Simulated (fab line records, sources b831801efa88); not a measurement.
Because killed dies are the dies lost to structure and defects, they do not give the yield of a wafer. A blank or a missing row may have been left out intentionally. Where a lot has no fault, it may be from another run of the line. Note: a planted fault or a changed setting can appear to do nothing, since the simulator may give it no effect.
fab line records    flow sky130
record: lots: 5  wafers: 15  last-day: 50
route steps=708 shown LI_CONTACT@375 LOCAL_INTERCONNECT@387
lots with no fault: from the same line, run without faults
start-h: the number of hours between the record's first day and the start of the first shown wafer of the lot    wait-h: hours from the lot's prior step to this one    " unchanged from the row above    L1.1+2: a row that stands for several wafers    - no value, or no start given    * or withheld: withheld    < > ~ a bound
route shown NAME@n: NAME is a module with steps in the file, n the number in the route of the first one    usual: average and standard deviation across the fault-free wafers    same: alike in all rows    chamber/n: place in a boat    sites: each site's reading    _std_site: the values' standard deviation    _edge_site: the outer-site mean with the inner-site mean subtracted    radius-mm: how far each site lies from the wafer's centre    mask NAME#n: copy n    behind: the last tool/chamber to shape the wafer    hold: reason for holding the lot/hours on hold/outcome of the hold    device: the n, p or np transistor that did not switch    end of line: the same wafers' tests at the end of the route    where a step has no rows: the recipe by itself    killed: the dies lost at the first sort to structure and to defects; this is not the yield of the wafer    map: a wafer's dies, marking killed ones x, the rest . and places with no die _
set.NAME: the setting as run; set.NAME@STEP: as run at that earlier step    model.NAME: the simulator's own value behind a step, which no gauge read
certain route steps with their lots: each step a table, each wafer a row
services: a tool's chamber out of use, with start hour (start-h, from the record's first day; less than 0 if before it), hours out, and reason
== steps ==
step: SKY_LI_CONTACT_OVL_MEAS_13
usual: LI_CONTACT_OVL: 1/5.4
lot.wafer  tool        chamber  start-h  wait-h  LI_CONTACT_OVL[nm]
L741.1     overlay-02  -        694.65   0.1     9
L741.2     "           -        "        "       6
L741.5     "           -        "        "       6
L752.2     overlay-01  -        788.33   0.1     2
L752.5     "           -        "        "       7
L752.6     "           -        "        "       0
L753.1     overlay-02  -        793.01   0.1     4
L753.2     "           -        "        "       9
L753.6     "           -        "        "       6
L757.1     overlay-02  -        816.79   0.1     0
L757.4     "           -        "        "       2
L757.6     "           -        "        "       -1
L762.2     overlay-02  -        870.50   0.1     9
L762.5     "           -        "        "       11
L762.6     "           -        "        "       10
step: SKY_LI_CONTACT_ETCH_14
recipe: chemistry: N2/H2  target: BARC  ion-energy-ev: 200  source-w: 500  bias-w: 100  pressure-mtorr: 30  n2-flow-sccm: 100  h2-flow-sccm: 200  stop-on: SiO2  time-s: 45.9  target-depth-a: 600
step: SKY_LI_CONTACT_ETCH_15
recipe: target: PSG  chemistry: C4F8/O2/Ar  stop-on: Si  taper-deg: 4.15  mask-material: KrF-thick  source-w: 1500  bias-w: 1200  pressure-mtorr: 40  c4f8-flow-sccm: withheld  O2_flow_sccm: 6  Ar_flow_sccm: 300  time-s: withheld  target-depth-a: 6000
usual: oes-product-au: 0.837/0.0047
lot.wafer  tool         chamber  start-h  wait-h  oes-product-au
L741.1     rie-diel-03  0        694.73   0.0     0.842
L741.2     "            2        "        "       0.839
L741.5     "            0        "        "       0.831
L752.2     rie-diel-04  1        788.41   0.0     0.834
L752.5     "            1        "        "       0.839
L752.6     "            0        "        "       0.836
L753.1     rie-diel-02  0        793.08   0.0     0.831
L753.2     "            2        "        "       0.843
L753.6     "            3        "        "       0.838
L757.1     rie-diel-02  3        816.87   0.0     0.834
L757.4     "            3        "        "       0.836
L757.6     "            2        "        "       0.841
L762.2     rie-diel-03  1        870.57   0.0     0.837
L762.5     "            2        "        "       0.835
L762.6     "            3        "        "       0.834
step: SKY_LI_CONTACT_STRIP_16
recipe: chemistry: O2/N2  power-w: 1400  pressure-mtorr: 1500  platen-temp-c: withheld  o2-flow-sccm: 3000  n2-flow-sccm: 300  overash-fraction: 0.5
usual: drypump-motor-current-A: 5.8/0.43  o2-flow-sccm: 3001/9.4  oes-product-au: 0.376/0.0049  strip-time-to-endpoint-s: 3.50/0.032
lot.wafer  tool             chamber  start-h  wait-h  drypump-motor-current-A  o2-flow-sccm  oes-product-au  rf-hours-counter-h  strip-time-to-endpoint-s
L741.1     plasma-asher-03  1        694.82   -       6.2                      2989          0.376           104                 3.45
L741.2     "                0        "        "       5.4                      2994          0.375           104                 3.48
L741.5     "                1        "        "       6.2                      3004          0.370           -                   3.44
L752.2     plasma-asher-01  1        788.49   -       5.1                      3024          0.374           70                  3.52
L752.5     "                1        "        "       5.1                      3021          0.370           -                   3.51
L752.6     "                0        "        "       6.2                      2995          0.370           -                   3.51
L753.1     plasma-asher-01  0        793.17   -       6.2                      3000          0.380           71                  3.49
L753.2     "                1        "        "       5.1                      2997          0.375           71                  3.52
L753.6     "                1        "        "       5.1                      2987          0.374           -                   3.51
L757.1     plasma-asher-03  1        816.95   -       6.1                      2997          0.372           6                   3.52
L757.4     "                0        "        "       5.4                      2991          0.377           -                   3.54
L757.6     "                1        "        "       6.2                      2985          0.387           -                   3.53
L762.2     plasma-asher-03  0        870.65   -       5.4                      3001          0.380           11                  3.53
L762.5     "                0        "        "       5.4                      3005          0.380           -                   3.50
L762.6     "                1        "        "       6.2                      3008          0.375           -                   3.51
step: SKY_LI_CONTACT_CLEAN_17
recipe: chemistry: NMP  time-s: 600  temp-c: 60  dry: n2-spin
step: SKY_LI_CONTACT_PRE_CLEAN_18
recipe: gas: Ar  time-s: 5.6  bias-v: 358
step: SKY_LI_CONTACT_SPUTTER_19
recipe: material: Ti  target-thk-nm: 20  chamber-pressure-pa: 5  power-w: 2500  substrate-temp-c: 200  time-s: 106.37
usual: throttle-valve-pct: 29.8/1
lot.wafer  tool            chamber  start-h  wait-h  throttle-valve-pct
L741.1     pvd-sputter-04  -        695.11   0.0     30.5
L741.2     "               -        "        "       30.2
L741.5     "               -        "        "       30.5
L752.2     pvd-sputter-02  -        788.80   0.0     28.5
L752.5     "               -        "        "       30.1
L752.6     "               -        "        "       28.6
L753.1     pvd-sputter-01  -        793.46   0.0     28.3
L753.2     "               -        "        "       30.2
L753.6     "               -        "        "       28.5
L757.1     pvd-sputter-02  -        817.25   0.0     28.5
L757.4     "               -        "        "       30.4
L757.6     "               -        "        "       30.0
L762.2     pvd-sputter-02  -        870.95   0.0     30.3
L762.5     "               -        "        "       28.5
L762.6     "               -        "        "       30.3
step: SKY_LI_CONTACT_SPUTTER_20
recipe: material: TiN  target-thk-nm: 20  chamber-pressure-pa: 5  power-w: 4000  time-s: 80
usual: throttle-valve-pct: 29.8/1.1
lot.wafer  tool            chamber  start-h  wait-h  throttle-valve-pct
L741.1     pvd-sputter-04  -        695.19   0.0     30.1
L741.2     "               -        "        "       30.3
L741.5     "               -        "        "       30.3
L752.2     pvd-sputter-02  -        788.88   0.0     28.6
L752.5     "               -        "        "       30.4
L752.6     "               -        "        "       28.7
L753.1     pvd-sputter-01  -        793.54   0.0     28.2
L753.2     "               -        "        "       30.0
L753.6     "               -        "        "       28.3
L757.1     pvd-sputter-02  -        817.32   0.0     28.5
L757.4     "               -        "        "       30.3
L757.6     "               -        "        "       30.3
L762.2     pvd-sputter-02  -        871.02   0.0     30.3
L762.5     "               -        "        "       28.4
L762.6     "               -        "        "       30.2
step: SKY_LI_CONTACT_CVD_21
recipe: material: W  target-thk-nm: 400  time-s: 120.56  temp-c: 400  pressure-torr: 40
step: SKY_LI_CONTACT_RS_MEAS_22
recipe: thk-meas-gauge: four-point-probe  reads: W_of_LI_CONTACT_CVD_21+TiN_of_LI_CONTACT_SPUTTER_20+Ti_of_LI_CONTACT_SPUTTER_19
usual: LI_CONTACT_W_RS: 0.2840/0.0024
lot.wafer  tool           chamber  start-h  wait-h  LI_CONTACT_W_RS[ohm/sq]
L741.1     film-metro-02  -        695.38   0.1     0.2837
L741.2     "              -        "        "       0.2868
L741.5     "              -        "        "       0.2834
L752.2     film-metro-02  -        789.09   0.1     0.2866
L752.5     "              -        "        "       0.2865
L752.6     "              -        "        "       0.2893
L753.1     film-metro-04  -        793.73   0.1     0.2850
L753.2     "              -        "        "       0.2849
L753.6     "              -        "        "       0.2818
L757.1     film-metro-04  -        817.51   0.1     0.2794
L757.4     "              -        "        "       0.2829
L757.6     "              -        "        "       0.2838
L762.2     film-metro-04  -        871.23   0.1     0.2830
L762.5     "              -        "        "       0.2813
L762.6     "              -        "        "       0.2820
step: SKY_LI_CONTACT_THK_MEAS_23
recipe: thk-meas-gauge: xrf  reads: W_of_LI_CONTACT_CVD_21
usual: LI_CONTACT_W_THK: 396/6.5
lot.wafer  tool           chamber  start-h  wait-h  LI_CONTACT_W_THK[nm]
L741.1     film-metro-02  -        695.50   0.1     394
L741.2     "              -        "        "       389
L741.5     "              -        "        "       391
L752.2     film-metro-02  -        789.20   0.1     383
L752.5     "              -        "        "       385
L752.6     "              -        "        "       384
L753.1     film-metro-04  -        793.85   0.1     395
L753.2     "              -        "        "       395
L753.6     "              -        "        "       400
L757.1     film-metro-04  -        817.63   0.1     399
L757.4     "              -        "        "       389
L757.6     "              -        "        "       391
L762.2     film-metro-04  -        871.34   0.1     394
L762.5     "              -        "        "       397
L762.6     "              -        "        "       396
step: SKY_LI_CONTACT_CMP_24
recipe: stop-on: PSG  t-overpolish-s: 20  down-force-psi: 3.5  platen-rpm: 60  target-thk-nm: 0  pad-velocity-m-s: 0.94248
step: SKY_LOCAL_INTERCONNECT_SPUTTER_00
recipe: material: TiN  target-thk-nm: 100  temp-c: 300  power-w: 6500  time-s: 83.3  chamber-pressure-pa: 0.4
usual: throttle-valve-pct: 30.2/1
lot.wafer  tool            chamber  start-h  wait-h  throttle-valve-pct  model.TiN_of_LOCAL_INTERCONNECT_SPUTTER_00.thk-nm
L741.1     pvd-sputter-01  -        695.86   0.1     30.0                100.4
L741.2     "               -        "        "       28.3                99.18
L741.5     "               -        "        "       29.8                100.2
L752.2     pvd-sputter-03  -        789.85   0.1     31.4                101.2
L752.5     "               -        "        "       29.4                101.5
L752.6     "               -        "        "       31.3                101.3
L753.1     pvd-sputter-03  -        794.21   0.2     29.1                120.9
L753.2     "               -        "        "       30.6                100.5
L753.6     "               -        "        "       30.6                100.5
L757.1     pvd-sputter-04  -        817.99   0.2     30.1                100
L757.4     "               -        "        "       28.7                100.4
L757.6     "               -        "        "       28.7                100.6
L762.2     pvd-sputter-04  -        871.69   0.1     30.1                99.93
L762.5     "               -        "        "       30.1                101.2
L762.6     "               -        "        "       28.8                99.03
step: SKY_LOCAL_INTERCONNECT_RS_MEAS_01
recipe: thk-meas-gauge: four-point-probe  reads: TiN_of_LOCAL_INTERCONNECT_SPUTTER_00
usual: LOCAL_INTERCONNECT_TIN_RS: 14.15/0.15
lot.wafer  tool           chamber  start-h  wait-h  LOCAL_INTERCONNECT_TIN_RS[ohm/sq]
L741.1     film-metro-01  -        695.92   0.0     14.10
L741.2     "              -        "        "       14.27
L741.5     "              -        "        "       14.11
L752.2     film-metro-03  -        789.93   0.1     13.93
L752.5     "              -        "        "       13.88
L752.6     "              -        "        "       13.94
L753.1     film-metro-03  -        794.27   0.0     11.61
L753.2     "              -        "        "       14.03
L753.6     "              -        "        "       14.05
L757.1     film-metro-04  -        818.05   0.0     14.10
L757.4     "              -        "        "       14.01
L757.6     "              -        "        "       14.06
L762.2     film-metro-01  -        871.77   0.1     14.19
L762.5     "              -        "        "       14.03
L762.6     "              -        "        "       14.33
step: SKY_LOCAL_INTERCONNECT_THK_MEAS_02
recipe: thk-meas-gauge: xrf  reads: TiN_of_LOCAL_INTERCONNECT_SPUTTER_00
usual: LOCAL_INTERCONNECT_TIN_THK: 99.7/1.1
lot.wafer  tool           chamber  start-h  wait-h  LOCAL_INTERCONNECT_TIN_THK[nm]
L741.1     film-metro-01  -        696.04   0.1     100.3
L741.2     "              -        "        "       99.8
L741.5     "              -        "        "       100.3
L752.2     film-metro-03  -        790.04   0.1     100.7
L752.5     "              -        "        "       101.2
L752.6     "              -        "        "       100.9
L753.1     film-metro-03  -        794.39   0.1     120.9
L753.2     "              -        "        "       100.2
L753.6     "              -        "        "       100.2
L757.1     film-metro-04  -        818.17   0.1     99.2
L757.4     "              -        "        "       99.7
L757.6     "              -        "        "       100.0
L762.2     film-metro-01  -        871.88   0.1     100.0
L762.5     "              -        "        "       101.2
L762.6     "              -        "        "       99.1
step: SKY_LOCAL_INTERCONNECT_DEHYDRATE_03
recipe: temp-c: 200  time-s: 60
step: SKY_LOCAL_INTERCONNECT_HMDS_04
recipe: prime-time-s: 60  prime-temp-c: 120
step: SKY_LOCAL_INTERCONNECT_COAT_05
recipe: resist: BARC  temp-c: withheld  time-s: withheld  spin-rpm: 3000  resist-thk-nm: 60
step: SKY_LOCAL_INTERCONNECT_COAT_06
recipe: resist: KrF-thick  spin-rpm: 3000  resist-thk-nm: 450
step: SKY_LOCAL_INTERCONNECT_SOFTBAKE_07
recipe: temp-c: 100  time-s: 90  resist: KrF-thick
step: SKY_LOCAL_INTERCONNECT_EXPOSE_08
recipe: mask-id: LI1M  na: 0.8  source-shape: annular  sigma-inner: 0.55  sigma-outer: 0.85  target-cd-nm: 170  dose-mj: 28
step: SKY_LOCAL_INTERCONNECT_PEB_09
recipe: peb-temp-c: withheld  peb-time-s: withheld  resist: KrF-thick
step: SKY_LOCAL_INTERCONNECT_DEVELOP_10
recipe: develop-time-s: 60  resist: KrF-thick  dev-temp-c: 21
step: SKY_LOCAL_INTERCONNECT_CD_MEAS_11
recipe: target-cd-nm: 170
usual: cd-nm: 169.8/1.7
lot.wafer  tool       chamber  start-h  wait-h  cd-nm
L741.1     cd-sem-02  -        723.23   -       168.5
L741.2     "          -        "        "       166.7
L741.5     "          -        "        "       168.7
L752.2     cd-sem-01  -        816.23   -       168.0
L752.5     "          -        "        "       167.9
L752.6     "          -        "        "       167.4
L753.1     cd-sem-02  -        820.91   -       168.5
L753.2     "          -        "        "       168.3
L753.6     "          -        "        "       169.2
L757.1     cd-sem-01  -        844.52   -       167.3
L757.4     "          -        "        "       167.0
L757.6     "          -        "        "       167.8
L762.2     cd-sem-02  -        897.68   -       168.4
L762.5     "          -        "        "       167.8
L762.6     "          -        "        "       168.4
step: SKY_LOCAL_INTERCONNECT_OVL_MEAS_12
usual: LOCAL_INTERCONNECT_OVL: 2/5.2
lot.wafer  tool        chamber  start-h  wait-h  LOCAL_INTERCONNECT_OVL[nm]
L741.1     overlay-02  -        723.35   0.1     1
L741.2     "           -        "        "       2
L741.5     "           -        "        "       -3
L752.2     overlay-01  -        816.33   0.1     1
L752.5     "           -        "        "       8
L752.6     "           -        "        "       2
L753.1     overlay-01  -        821.03   0.1     1
L753.2     "           -        "        "       -2
L753.6     "           -        "        "       -8
L757.1     overlay-01  -        844.64   0.1     1
L757.4     "           -        "        "       0
L757.6     "           -        "        "       4
L762.2     overlay-02  -        897.78   0.1     -7
L762.5     "           -        "        "       -4
L762.6     "           -        "        "       -4
step: SKY_LOCAL_INTERCONNECT_ETCH_13
recipe: chemistry: N2/H2  target: BARC  ion-energy-ev: 200  bias-w: 100  pressure-mtorr: 30  n2-flow-sccm: 100  h2-flow-sccm: 200  icp-w: 500  stop-on: SiO2  time-s: 45.9  target-depth-a: 600
step: SKY_LOCAL_INTERCONNECT_METAL_ETCH_14
recipe: target-depth-nm: 110  stop-on: PSG  chemistry: Cl2/BCl3  target: TiN  resist-sidewall-deg: 88  pressure-mtorr: 10  icp-w: 900  bias-w: 48.5  Cl2_flow_sccm: 60  bcl3-flow-sccm: 30  time-s: 31.4
usual: drypump-motor-current-A: 6.0/0.49  oes-product-au: 0.941/0.0075  throttle-valve-pct: 21.902/0.0098
lot.wafer  tool          chamber  start-h  wait-h  drypump-motor-current-A  oes-product-au  rf-hours-counter-h  throttle-valve-pct
L741.1     rie-metal-01  1        723.45   0.0     6.4                      0.943           5.1                 21.909
L741.2     "             0        "        "       6.2                      0.946           8.7                 21.894
L741.5     "             0        "        "       6.2                      0.941           -                   21.901
L752.2     rie-metal-03  1        816.42   0.0     5.3                      0.940           10.9                21.899
L752.5     "             1        "        "       5.3                      0.947           -                   21.890
L752.6     "             0        "        "       6.5                      0.943           -                   21.902
L753.1     rie-metal-03  0        821.12   0.0     6.5                      1.009           8.6                 21.861
L753.2     "             1        "        "       5.4                      0.947           11.0                21.891
L753.6     "             1        "        "       5.4                      0.946           -                   21.897
L757.1     rie-metal-03  0        844.74   0.0     6.5                      0.937           9.2                 21.890
L757.4     "             0        "        "       6.5                      0.942           -                   21.893
L757.6     "             1        "        "       5.4                      0.943           -                   21.916
L762.2     rie-metal-03  0        897.88   0.0     6.5                      0.938           11.1                21.881
L762.5     "             1        "        "       5.3                      0.950           -                   21.896
L762.6     "             0        "        "       6.5                      0.933           -                   21.911
step: SKY_LOCAL_INTERCONNECT_STRIP_15
recipe: chemistry: O2/N2  power-w: 1400  pressure-mtorr: 1500  platen-temp-c: withheld  o2-flow-sccm: 3000  n2-flow-sccm: 300  overash-fraction: 0.5
usual: drypump-motor-current-A: 5.8/0.42  o2-flow-sccm: 2998/8.4  oes-product-au: 0.427/0.0043  strip-time-to-endpoint-s: 4.725/0.022
lot.wafer  tool             chamber  start-h  wait-h  drypump-motor-current-A  o2-flow-sccm  oes-product-au  rf-hours-counter-h  strip-time-to-endpoint-s
L741.1     plasma-asher-01  1        723.51   0.0     5.1                      3002          0.427           64                  4.749
L741.2     "                0        "        "       6.1                      3000          0.431           64                  4.725
L741.5     "                0        "        "       6.2                      2987          0.424           -                   4.726
L752.2     plasma-asher-02  1        816.48   0.0     6.2                      3000          0.425           98                  4.718
L752.5     "                0        "        "       5.5                      2992          0.429           -                   4.697
L752.6     "                1        "        "       6.2                      3008          0.425           -                   4.712
L753.1     plasma-asher-01  1        821.18   0.0     5.1                      2987          0.426           74                  4.738
L753.2     "                0        "        "       6.2                      3000          0.426           74                  4.740
L753.6     "                1        "        "       5.1                      2983          0.425           -                   4.725
L757.1     plasma-asher-01  0        844.79   0.0     6.1                      3006          0.437           76                  4.700
L757.4     "                1        "        "       5.1                      2989          0.428           -                   4.675
L757.6     "                1        "        "       5.1                      2993          0.422           -                   4.705
L762.2     plasma-asher-04  0        897.93   0.0     6.0                      2995          0.425           38                  4.675
L762.5     "                0        "        "       6.0                      3003          0.425           -                   4.726
L762.6     "                1        "        "       6.1                      2990          0.427           -                   4.696
step: SKY_LOCAL_INTERCONNECT_STRIP_16
recipe: chemistry: post-etch-residue-remover  time-s: 1200  temp-c: 72.5
lot.wafer  tool          chamber  start-h  wait-h  model.TiN_of_LOCAL_INTERCONNECT_SPUTTER_00.thk-nm
L741.1     wet-bench-04  1        723.61   0.1     99.93
L741.2     "             1        "        "       98.76
L741.5     "             1        "        "       99.75
L752.2+6   wet-bench-04  0        816.59   0.1     100.8
L752.5     "             0        "        "       101.1
L753.1     wet-bench-01  3        821.28   0.1     120.5
L753.2+6   "             3        "        "       100.1
L757.1     wet-bench-02  3        844.89   0.1     99.63
L757.4     "             3        "        "       100
L757.6     "             3        "        "       100.2
L762.2     wet-bench-01  1        898.03   0.1     99.51
L762.5     "             1        "        "       100.8
L762.6     "             1        "        "       98.6
step: SKY_LOCAL_INTERCONNECT_CLEAN_17
recipe: chemistry: IPA  time-s: 180  temp-c: 25
== services ==
tool             chamber  start-h  hours  kind
rie-diel-02      1        678.94   10.9   repair
rie-diel-02      3        684.70   2.4    repair
pvd-sputter-03   -        689.98   3.4    repair
wet-bench-01     -        732.79   4.4    pm
plasma-asher-03  -        733.75   9.0    pm
pvd-sputter-02   -        740.16   2.5    repair
rie-metal-03     -        741.77   2.8    pm
pvd-sputter-03   -        763.15   3.3    repair
pvd-sputter-02   -        766.08   0.8    repair
rie-diel-03      1        786.96   38.7   repair
plasma-asher-03  -        789.10   14.6   pm
pvd-sputter-04   -        792.95   4.2    repair
plasma-asher-01  -        806.90   3.8    repair
rie-diel-02      1        809.36   8.5    repair
wet-bench-01     -        813.88   3.8    repair
pvd-sputter-01   -        824.08   4.1    repair
rie-metal-03     -        825.76   15.6   pm
rie-diel-02      2        826.58   3.4    repair
plasma-asher-01  -        827.13   2.8    pm
rie-diel-02      -        835.49   14.6   pm
rie-metal-03     -        843.83   0.2    repair
plasma-asher-03  -        845.49   1.2    repair
pvd-sputter-01   -        856.58   1.7    repair
pvd-sputter-01   -        897.77   110.0  repair
== key ==
first-sign: step: SKY_LOCAL_INTERCONNECT_RS_MEAS_01  reading: LOCAL_INTERCONNECT_TIN_RS  direction: down  sigmas: 17  usual: 14.15  struck: 11.61
effect: step: SKY_LOCAL_INTERCONNECT_THK_MEAS_02  reading: LOCAL_INTERCONNECT_TIN_THK  direction: up  sigmas: 20  usual: 99.7  struck: 120.9
effect: step: SKY_LOCAL_INTERCONNECT_METAL_ETCH_14  reading: oes-product-au  direction: up  sigmas: 9.1  usual: 0.941  struck: 1.009
model-effect: step: SKY_LOCAL_INTERCONNECT_SPUTTER_00  value: TiN_of_LOCAL_INTERCONNECT_SPUTTER_00.thk-nm  without: 102.1  struck: 120.9
model-effect: step: SKY_LOCAL_INTERCONNECT_STRIP_16  value: TiN_of_LOCAL_INTERCONNECT_SPUTTER_00.thk-nm  without: 101.7  struck: 120.5
met-at SKY_LOCAL_INTERCONNECT_SPUTTER_00
struck-wafers L753.1
tester-left-out L753
onset-between 789.85 794.21
fault: kind: process-parameter-drift  tool: pvd-sputter-03  chamber: -  onset-h: 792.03  steps: SKY_LOCAL_INTERCONNECT_SPUTTER_00  channel: time-s  offset: *  shape: step  end-h: 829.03  acts-in: *  stated: *  scope: struck-wafers-only
tester-left-out: of these lots the tester's yield and bins aren't shown, on N5 and GAA mostly nor the transistor test; their killed dies are dies lost to structure and defects alone, not to doping, threshold or leakage, so they don't give the yield
